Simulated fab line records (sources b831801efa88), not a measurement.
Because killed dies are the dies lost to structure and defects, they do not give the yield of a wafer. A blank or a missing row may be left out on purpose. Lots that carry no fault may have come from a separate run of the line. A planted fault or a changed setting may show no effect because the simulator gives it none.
Which of the tools did it? / flow gf180mcu / 24 lots, 72 wafers sampled, at 6 steps of a route of 602

== WHAT EACH GAUGE READ, for each wafer ==
GF_STI_THK_MEAS_30. Usual: STI_OXIDATION_02_THK gives 9.97 nm (standard deviation 0.22).
lot=L074; measured=day 2 08:58; on=film metro-02; STI_OXIDATION_02_THK (nm)=9.74 9.71 9.85; flag=
lot=L075; measured=day 2 11:13; on=film metro-03; STI_OXIDATION_02_THK (nm)=9.99 9.99 9.95; flag=
lot=L076; measured=day 2 16:23; on=film metro-03; STI_OXIDATION_02_THK (nm)=10.03 9.97 10.06; flag=
lot=L077; measured=day 2 21:14; on=film metro-03; STI_OXIDATION_02_THK (nm)=9.74 9.83 9.79; flag=
lot=L078; measured=day 3 02:09; on=film metro-03; STI_OXIDATION_02_THK (nm)=9.90 9.91 9.92; flag=
lot=L079; measured=day 3 08:35; on=film metro-02; STI_OXIDATION_02_THK (nm)=10.11 10.31 10.21; flag=
lot=L080; measured=day 3 12:24; on=film metro-04; STI_OXIDATION_02_THK (nm)=10.37 10.27 10.17; flag=
lot=L081; measured=day 3 17:32; on=film metro-02; STI_OXIDATION_02_THK (nm)=9.67 9.68 9.71; flag=
lot=L082; measured=day 4 01:13; on=film metro-02; STI_OXIDATION_02_THK (nm)=9.82 9.87 9.75; flag=
lot=L083; measured=day 4 09:46; on=film metro-04; STI_OXIDATION_02_THK (nm)=9.93 9.93 10.02; flag=
lot=L084; measured=day 4 15:33; on=film metro-03; STI_OXIDATION_02_THK (nm)=10.09 9.90 10.35; flag=
lot=L085; measured=day 4 18:30; on=film metro-02; STI_OXIDATION_02_THK (nm)=10.24 10.12 10.18; flag=
lot=L086; measured=day 4 21:29; on=film metro-04; STI_OXIDATION_02_THK (nm)=10.19 10.14 10.26; flag=
lot=L087; measured=day 5 02:20; on=film metro-03; STI_OXIDATION_02_THK (nm)=10.09 10.00 10.13; flag=
lot=L088; measured=day 5 07:59; on=film metro-02; STI_OXIDATION_02_THK (nm)=10.18 10.02 10.09; flag=
lot=L089; measured=day 5 14:29; on=film metro-03; STI_OXIDATION_02_THK (nm)=10.04 10.01 9.95; flag=
lot=L091; measured=day 5 22:49; on=film metro-03; STI_OXIDATION_02_THK (nm)=9.97 9.88 9.87; flag=
lot=L090; measured=day 5 22:50; on=film metro-04; STI_OXIDATION_02_THK (nm)=10.05 9.93 10.04; flag=
lot=L092; measured=day 6 02:53; on=film metro-03; STI_OXIDATION_02_THK (nm)=9.81 9.71 9.71; flag=
lot=L093; measured=day 6 07:31; on=film metro-02; STI_OXIDATION_02_THK (nm)=10.16 10.07 10.24; flag=
lot=L094; measured=day 6 13:45; on=film metro-03; STI_OXIDATION_02_THK (nm)=10.28 10.21 10.21; flag=
lot=L095; measured=day 6 20:08; on=film metro-03; STI_OXIDATION_02_THK (nm)=10.20 10.18 10.10; flag=
lot=L096; measured=day 7 00:50; on=film metro-04; STI_OXIDATION_02_THK (nm)=9.56 9.50 9.46; flag=
lot=L097; measured=day 7 07:31; on=film metro-04; STI_OXIDATION_02_THK (nm)=10.00 9.99 10.09; flag=

GF_VT_IMPLANT_RS_MEAS_46: a four-point-probe measurement. Usual: MVSD_RS gives 456.6 ohm/sq (standard deviation 1.1).
lot=L074; measured=day 7 14:28; on=film metro-04; MVSD_RS (ohm/sq)=456.1 458.8 457.7; flag=
lot=L075; measured=day 7 19:43; on=film metro-04; MVSD_RS (ohm/sq)=457.6 457.7 456.8; flag=
lot=L076; measured=day 8 00:04; on=film metro-03; MVSD_RS (ohm/sq)=456.3 454.9 456.3; flag=
lot=L077; measured=day 8 06:11; on=film metro-03; MVSD_RS (ohm/sq)=456.1 456.3 456.3; flag=
lot=L078; measured=day 8 12:35; on=film metro-04; MVSD_RS (ohm/sq)=456.4 456.7 456.7; flag=
lot=L079; measured=day 8 21:12; on=film metro-01; MVSD_RS (ohm/sq)=456.0 455.2 454.2; flag=
lot=L080; measured=day 9 03:04; on=film metro-01; MVSD_RS (ohm/sq)=455.6 455.9 456.3; flag=
lot=L081; measured=day 9 10:54; on=film metro-03; MVSD_RS (ohm/sq)=456.9 457.3 455.7; flag=
lot=L082; measured=day 9 19:43; on=film metro-03; MVSD_RS (ohm/sq)=456.1 457.8 457.4; flag=
lot=L083; measured=day 10 05:46; on=film metro-04; MVSD_RS (ohm/sq)=457.4 456.9 457.2; flag=
lot=L084; measured=day 10 16:26; on=film metro-03; MVSD_RS (ohm/sq)=456.1 456.3 456.6; flag=
lot=L085; measured=day 10 20:31; on=film metro-03; MVSD_RS (ohm/sq)=457.8 455.3 456.7; flag=
lot=L086; measured=day 10 22:05; on=film metro-01; MVSD_RS (ohm/sq)=454.4 455.0 455.6; flag=
lot=L087; measured=day 11 07:13; on=film metro-04; MVSD_RS (ohm/sq)=456.3 456.4 457.7; flag=
lot=L088; measured=day 11 13:43; on=film metro-04; MVSD_RS (ohm/sq)=457.6 457.9 457.1; flag=
lot=L089; measured=day 11 19:55; on=film metro-04; MVSD_RS (ohm/sq)=458.2 456.6 455.1; flag=
lot=L091; measured=day 12 09:50; on=film metro-01; MVSD_RS (ohm/sq)=454.1 455.9 456.9; flag=
lot=L090; measured=day 12 10:10; on=film metro-04; MVSD_RS (ohm/sq)=457.1 457.7 456.3; flag=
lot=L092; measured=day 12 14:18; on=film metro-04; MVSD_RS (ohm/sq)=459.0 458.5 457.3; flag=
lot=L093; measured=day 12 20:31; on=film metro-03; MVSD_RS (ohm/sq)=457.3 455.9 456.4; flag=
lot=L094; measured=day 13 04:14; on=film metro-04; MVSD_RS (ohm/sq)=454.9 455.5 455.7; flag=
lot=L095; measured=day 13 12:22; on=film metro-01; MVSD_RS (ohm/sq)=455.8 457.4 456.2; flag=
lot=L096; measured=day 13 19:52; on=film metro-03; MVSD_RS (ohm/sq)=455.5 456.3 455.6; flag=
lot=L097; measured=day 14 05:20; on=film metro-04; MVSD_RS (ohm/sq)=457.3 459.4 457.0; flag=

GF_HV_LDD_OVL_MEAS_32. Usual: HV_LDD_02_OVL gives 1.4 nm (standard deviation 1.5).
lot=L074; measured=day 11 14:46; on=overlay-01; HV_LDD_02_OVL (nm)=3.9 2.3 4.0; flag=
lot=L075; measured=day 11 19:34; on=overlay-02; HV_LDD_02_OVL (nm)=-0.9 -1.1 1.1; flag=
lot=L076; measured=day 12 00:46; on=overlay-02; HV_LDD_02_OVL (nm)=3.0 0.0 0.6; flag=
lot=L077; measured=day 12 06:52; on=overlay-02; HV_LDD_02_OVL (nm)=0.8 0.9 -0.4; flag=
lot=L078; measured=day 12 16:26; on=overlay-01; HV_LDD_02_OVL (nm)=1.6 1.9 -0.1; flag=
lot=L079; measured=day 13 02:07; on=overlay-01; HV_LDD_02_OVL (nm)=1.7 0.2 -0.2; flag=
lot=L080; measured=day 13 11:14; on=overlay-01; HV_LDD_02_OVL (nm)=0.9 1.2 -0.2; flag=
lot=L081; measured=day 13 14:47; on=overlay-01; HV_LDD_02_OVL (nm)=2.1 2.1 0.7; flag=
lot=L082; measured=day 14 03:46; on=overlay-01; HV_LDD_02_OVL (nm)=1.1 1.3 1.0; flag=
lot=L083; measured=day 14 18:32; on=overlay-01; HV_LDD_02_OVL (nm)=2.0 2.1 0.6; flag=
lot=L084; measured=day 15 05:40; on=overlay-01; HV_LDD_02_OVL (nm)=1.9 0.9 -0.8; flag=
lot=L085; measured=day 15 07:31; on=overlay-02; HV_LDD_02_OVL (nm)=0.8 -0.9 0.5; flag=
lot=L086; measured=day 15 08:46; on=overlay-01; HV_LDD_02_OVL (nm)=2.5 3.3 0.0; flag=
lot=L087; measured=day 15 20:02; on=overlay-01; HV_LDD_02_OVL (nm)=1.6 0.7 2.0; flag=
lot=L088; measured=day 16 06:43; on=overlay-02; HV_LDD_02_OVL (nm)=-0.5 -0.7 -1.5; flag=
lot=L089; measured=day 16 13:52; on=overlay-01; HV_LDD_02_OVL (nm)=1.4 0.5 2.0; flag=
lot=L091; measured=day 17 02:32; on=overlay-01; HV_LDD_02_OVL (nm)=3.8 3.9 5.5; flag=
lot=L090; measured=day 17 04:41; on=overlay-02; HV_LDD_02_OVL (nm)=0.5 0.6 0.2; flag=
lot=L092; measured=day 17 08:40; on=overlay-01; HV_LDD_02_OVL (nm)=-1.9 1.3 0.5; flag=
lot=L093; measured=day 17 19:43; on=overlay-01; HV_LDD_02_OVL (nm)=2.3 0.2 2.4; flag=
lot=L094; measured=day 18 07:40; on=overlay-01; HV_LDD_02_OVL (nm)=2.5 1.0 2.0; flag=
lot=L095; measured=day 18 17:12; on=overlay-02; HV_LDD_02_OVL (nm)=1.3 0.9 1.6; flag=
lot=L096; measured=day 19 03:32; on=overlay-01; HV_LDD_02_OVL (nm)=4.1 3.3 1.9; flag=
lot=L097; measured=day 19 13:31; on=overlay-01; HV_LDD_02_OVL (nm)=1.9 3.2 2.4; flag=

GF_PSD_RS_MEAS_15: a four-point-probe measurement. Usual: PSD_RS gives 108.60 ohm/sq (standard deviation 0.29).
lot=L074; measured=day 14 07:35; on=film metro-01; PSD_RS (ohm/sq)=108.44 108.43 108.35; flag=
lot=L075; measured=day 14 15:50; on=film metro-02; PSD_RS (ohm/sq)=108.44 108.62 108.39; flag=
lot=L076; measured=day 14 21:20; on=film metro-01; PSD_RS (ohm/sq)=108.37 108.22 108.37; flag=
lot=L077; measured=day 15 01:22; on=film metro-01; PSD_RS (ohm/sq)=108.71 108.18 108.66; flag=
lot=L078; measured=day 15 14:24; on=film metro-03; PSD_RS (ohm/sq)=108.87 108.31 108.46; flag=
lot=L079; measured=day 15 22:16; on=film metro-01; PSD_RS (ohm/sq)=108.50 108.38 108.51; flag=
lot=L080; measured=day 16 06:35; on=film metro-01; PSD_RS (ohm/sq)=108.51 109.03 108.65; flag=
lot=L081; measured=day 16 09:32; on=film metro-03; PSD_RS (ohm/sq)=109.24 108.90 108.46; flag=
lot=L082; measured=day 16 23:35; on=film metro-02; PSD_RS (ohm/sq)=108.64 108.85 108.43; flag=
lot=L083; measured=day 17 16:11; on=film metro-01; PSD_RS (ohm/sq)=108.47 108.49 108.35; flag=
lot=L084; measured=day 18 04:08; on=film metro-03; PSD_RS (ohm/sq)=108.90 108.97 109.27; flag=
lot=L085; measured=day 18 06:20; on=film metro-02; PSD_RS (ohm/sq)=108.27 108.11 108.35; flag=
lot=L086; measured=day 18 07:41; on=film metro-01; PSD_RS (ohm/sq)=108.25 108.58 108.25; flag=
lot=L087; measured=day 18 20:53; on=film metro-02; PSD_RS (ohm/sq)=108.55 108.51 108.50; flag=
lot=L088; measured=day 19 08:13; on=film metro-02; PSD_RS (ohm/sq)=108.76 108.48 108.27; flag=
lot=L089; measured=day 19 17:34; on=film metro-02; PSD_RS (ohm/sq)=108.53 108.98 108.45; flag=
lot=L091; measured=day 20 05:28; on=film metro-03; PSD_RS (ohm/sq)=108.77 108.23 108.62; flag=
lot=L090; measured=day 20 07:47; on=film metro-03; PSD_RS (ohm/sq)=109.07 108.96 108.74; flag=
lot=L092; measured=day 20 15:04; on=film metro-02; PSD_RS (ohm/sq)=109.04 108.78 108.83; flag=
lot=L093; measured=day 21 01:40; on=film metro-02; PSD_RS (ohm/sq)=108.48 108.32 108.06; flag=
lot=L094; measured=day 21 12:56; on=film metro-03; PSD_RS (ohm/sq)=108.88 109.13 108.79; flag=
lot=L095; measured=day 21 21:28; on=film metro-02; PSD_RS (ohm/sq)=109.06 109.04 108.65; flag=
lot=L096; measured=day 22 07:44; on=film metro-01; PSD_RS (ohm/sq)=108.09 108.38 108.09; flag=
lot=L097; measured=day 22 16:32; on=film metro-02; PSD_RS (ohm/sq)=108.68 108.55 108.87; flag=

GF_M4_THK_MEAS_06: measures by xrf. Usual: M4_ALCU_THK gives 453 nm (standard deviation 4.9).
lot=L074; measured=day 22 11:05; on=film metro-02; M4_ALCU_THK (nm)=452 456 453; flag=
lot=L075; measured=day 22 19:52; on=film metro-01; M4_ALCU_THK (nm)=456 451 452; flag=
lot=L076; measured=day 22 23:58; on=film metro-02; M4_ALCU_THK (nm)=456 457 461; flag=
lot=L077; measured=day 23 06:53; on=film metro-02; M4_ALCU_THK (nm)=456 461 459; flag=
lot=L078; measured=day 23 20:11; on=film metro-04; M4_ALCU_THK (nm)=449 459 449; flag=
lot=L079; measured=day 24 05:03; on=film metro-02; M4_ALCU_THK (nm)=460 463 459; flag=
lot=L080; measured=day 24 13:29; on=film metro-02; M4_ALCU_THK (nm)=459 456 458; flag=
lot=L081; measured=day 24 17:05; on=film metro-02; M4_ALCU_THK (nm)=446 447 451; flag=
lot=L082; measured=day 25 05:25; on=film metro-04; M4_ALCU_THK (nm)=453 450 450; flag=
lot=L083; measured=day 25 22:17; on=film metro-02; M4_ALCU_THK (nm)=449 453 450; flag=
lot=L084; measured=day 26 07:05; on=film metro-01; M4_ALCU_THK (nm)=447 446 446; flag=
lot=L085; measured=day 26 09:25; on=film metro-04; M4_ALCU_THK (nm)=456 454 453; flag=
lot=L086; measured=day 26 10:41; on=film metro-01; M4_ALCU_THK (nm)=454 445 448; flag=
lot=L087; measured=day 26 21:46; on=film metro-04; M4_ALCU_THK (nm)=447 448 449; flag=
lot=L088; measured=day 27 08:53; on=film metro-02; M4_ALCU_THK (nm)=457 455 460; flag=
lot=L089; measured=day 27 16:38; on=film metro-04; M4_ALCU_THK (nm)=450 447 448; flag=
lot=L091; measured=day 28 00:01; on=film metro-04; M4_ALCU_THK (nm)=453 457 460; flag=
lot=L090; measured=day 28 04:31; on=film metro-04; M4_ALCU_THK (nm)=451 449 451; flag=
lot=L092; measured=day 28 08:28; on=film metro-02; M4_ALCU_THK (nm)=452 452 458; flag=
lot=L093; measured=day 28 16:47; on=film metro-01; M4_ALCU_THK (nm)=457 451 455; flag=
lot=L094; measured=day 29 02:27; on=film metro-01; M4_ALCU_THK (nm)=453 451 449; flag=
lot=L095; measured=day 29 08:50; on=film metro-01; M4_ALCU_THK (nm)=460 454 455; flag=
lot=L096; measured=day 29 15:26; on=film metro-02; M4_ALCU_THK (nm)=463 455 458; flag=
lot=L097; measured=day 29 23:34; on=film metro-02; M4_ALCU_THK (nm)=452 448 444; flag=

== EACH LOT AND THE TOOL THAT RAN IT (in order: tool; ch and the chambers of the sampled wafers; start) ==
lot=L074; GF_V1_ETCH_16=rie diel-03 ch 0,1,2, day 18 03:43
lot=L075; GF_V1_ETCH_16=rie diel-04 ch 1,2, day 18 12:28
lot=L076; GF_V1_ETCH_16=rie diel-01 ch 1,2,3, day 18 17:28
lot=L077; GF_V1_ETCH_16=rie diel-01 ch 0,1,2, day 18 23:25
lot=L078; GF_V1_ETCH_16=rie diel-03 ch 1,2, day 19 14:49
lot=L079; GF_V1_ETCH_16=rie diel-04 ch 1,2,3, day 19 23:13
lot=L080; GF_V1_ETCH_16=rie diel-03 ch 1,2,3, day 20 07:44
lot=L081; GF_V1_ETCH_16=rie diel-04 ch 0,1,3, day 20 12:12
lot=L082; GF_V1_ETCH_16=rie diel-03 ch 0,1,2, day 21 03:24
lot=L083; GF_V1_ETCH_16=rie diel-01 ch 0,2,3, day 21 20:39
lot=L084; GF_V1_ETCH_16=rie diel-03 ch 0,3, day 22 07:30
lot=L085; GF_V1_ETCH_16=rie diel-03 ch 0,2,3, day 22 09:46
lot=L086; GF_V1_ETCH_16=rie diel-04 ch 0,2,3, day 22 14:30
lot=L087; GF_V1_ETCH_16=rie diel-01 ch 0,1,3, day 23 01:58
lot=L088; GF_V1_ETCH_16=rie diel-03 ch 0,2,3, day 23 11:51
lot=L089; GF_V1_ETCH_16=rie diel-01 ch 0,1,2, day 23 21:00
lot=L091; GF_V1_ETCH_16=rie diel-04 ch 0,1,3, day 24 07:07
lot=L090; GF_V1_ETCH_16=rie diel-04 ch 1,2,3, day 24 09:16
lot=L092; GF_V1_ETCH_16=rie diel-01 ch 0,1,3, day 24 16:09
lot=L093; GF_V1_ETCH_16=rie diel-03 ch 1,2,3, day 25 01:18
lot=L094; GF_V1_ETCH_16=rie diel-03 ch 0,1,3, day 25 10:40
lot=L095; GF_V1_ETCH_16=rie diel-01 ch 0,3, day 25 18:31
lot=L096; GF_V1_ETCH_16=rie diel-03 ch 0,1,3, day 26 02:16
lot=L097; GF_V1_ETCH_16=rie diel-04 ch 0,1,3, day 26 10:00
- GF_V1_ETCH_16: etches BARC in N2/H2.

== AS READ BY THE TOOLS THEMSELVES (means over the sampled wafers that have a number; for cases with no such wafer, the mark the record gives instead) ==
GF_V1_ETCH_16. Usual: drypump motor current A 5.6 A, standard deviation 0.38; oes product au 0.855 a.u., standard deviation 0.0046; throttle valve pct 13.225 %, standard deviation 0.0091.
lot=L074; tool=rie diel-03; drypump motor current A (A)=5.2; oes product au (a.u.)=0.854; throttle valve pct (%)=13.223; flag=
lot=L075; tool=rie diel-04; drypump motor current A (A)=5.7; oes product au (a.u.)=0.859; throttle valve pct (%)=13.232; flag=
lot=L076; tool=rie diel-01; drypump motor current A (A)=6.2; oes product au (a.u.)=0.849; throttle valve pct (%)=13.227; flag=
lot=L077; tool=rie diel-01; drypump motor current A (A)=6.0; oes product au (a.u.)=0.856; throttle valve pct (%)=13.222; flag=
lot=L078; tool=rie diel-03; drypump motor current A (A)=5.2; oes product au (a.u.)=0.858; throttle valve pct (%)=13.228; flag=
lot=L079; tool=rie diel-04; drypump motor current A (A)=5.6; oes product au (a.u.)=0.855; throttle valve pct (%)=13.219; flag=
lot=L080; tool=rie diel-03; drypump motor current A (A)=5.2; oes product au (a.u.)=0.856; throttle valve pct (%)=13.223; flag=
lot=L081; tool=rie diel-04; drypump motor current A (A)=5.5; oes product au (a.u.)=0.853; throttle valve pct (%)=13.230; flag=
lot=L082; tool=rie diel-03; drypump motor current A (A)=5.2; oes product au (a.u.)=0.854; throttle valve pct (%)=13.229; flag=
lot=L083; tool=rie diel-01; drypump motor current A (A)=6.2; oes product au (a.u.)=0.853; throttle valve pct (%)=13.226; flag=
lot=L084; tool=rie diel-03; drypump motor current A (A)=5.3; oes product au (a.u.)=0.855; throttle valve pct (%)=13.228; flag=
lot=L085; tool=rie diel-03; drypump motor current A (A)=5.3; oes product au (a.u.)=0.850; throttle valve pct (%)=13.235; flag=
lot=L086; tool=rie diel-04; drypump motor current A (A)=5.6; oes product au (a.u.)=0.861; throttle valve pct (%)=13.229; flag=
lot=L087; tool=rie diel-01; drypump motor current A (A)=6.1; oes product au (a.u.)=0.852; throttle valve pct (%)=13.230; flag=
lot=L088; tool=rie diel-03; drypump motor current A (A)=5.3; oes product au (a.u.)=0.852; throttle valve pct (%)=13.220; flag=
lot=L089; tool=rie diel-01; drypump motor current A (A)=6.0; oes product au (a.u.)=0.853; throttle valve pct (%)=13.223; flag=
lot=L091; tool=rie diel-04; drypump motor current A (A)=5.5; oes product au (a.u.)=0.857; throttle valve pct (%)=13.217; flag=
lot=L090; tool=rie diel-04; drypump motor current A (A)=5.6; oes product au (a.u.)=0.858; throttle valve pct (%)=13.223; flag=
lot=L092; tool=rie diel-01; drypump motor current A (A)=6.1; oes product au (a.u.)=0.853; throttle valve pct (%)=13.227; flag=
lot=L093; tool=rie diel-03; drypump motor current A (A)=5.2; oes product au (a.u.)=0.854; throttle valve pct (%)=13.220; flag=
lot=L094; tool=rie diel-03; drypump motor current A (A)=5.3; oes product au (a.u.)=0.857; throttle valve pct (%)=13.220; flag=
lot=L095; tool=rie diel-01; drypump motor current A (A)=6.0; oes product au (a.u.)=0.859; throttle valve pct (%)=13.227; flag=
lot=L096; tool=rie diel-03; drypump motor current A (A)=5.3; oes product au (a.u.)=0.855; throttle valve pct (%)=13.231; flag=
lot=L097; tool=rie diel-04; drypump motor current A (A)=5.5; oes product au (a.u.)=0.853; throttle valve pct (%)=13.226; flag=

== THE ANSWER, worked out from the rows above alone ==
Rule: lot off if the mean of its wafers having a number is beyond 3 standard deviations from the usual mean. Also off: a lot with no number at a reading for which 4 or more lots have one. All remaining lots with rows at the step are treated as sound. The gauges are gone through in route order, then the tools' own readings, and for those a lot's mean is taken as printed above. The first step at which some lot is off is used, and at that step the reading that is off furthest; a lot without a number counts as furthest.
No lot is off at any reading shown: from this, nothing can be told.

== WHAT THE SIMULATOR HAD PUT IN ==
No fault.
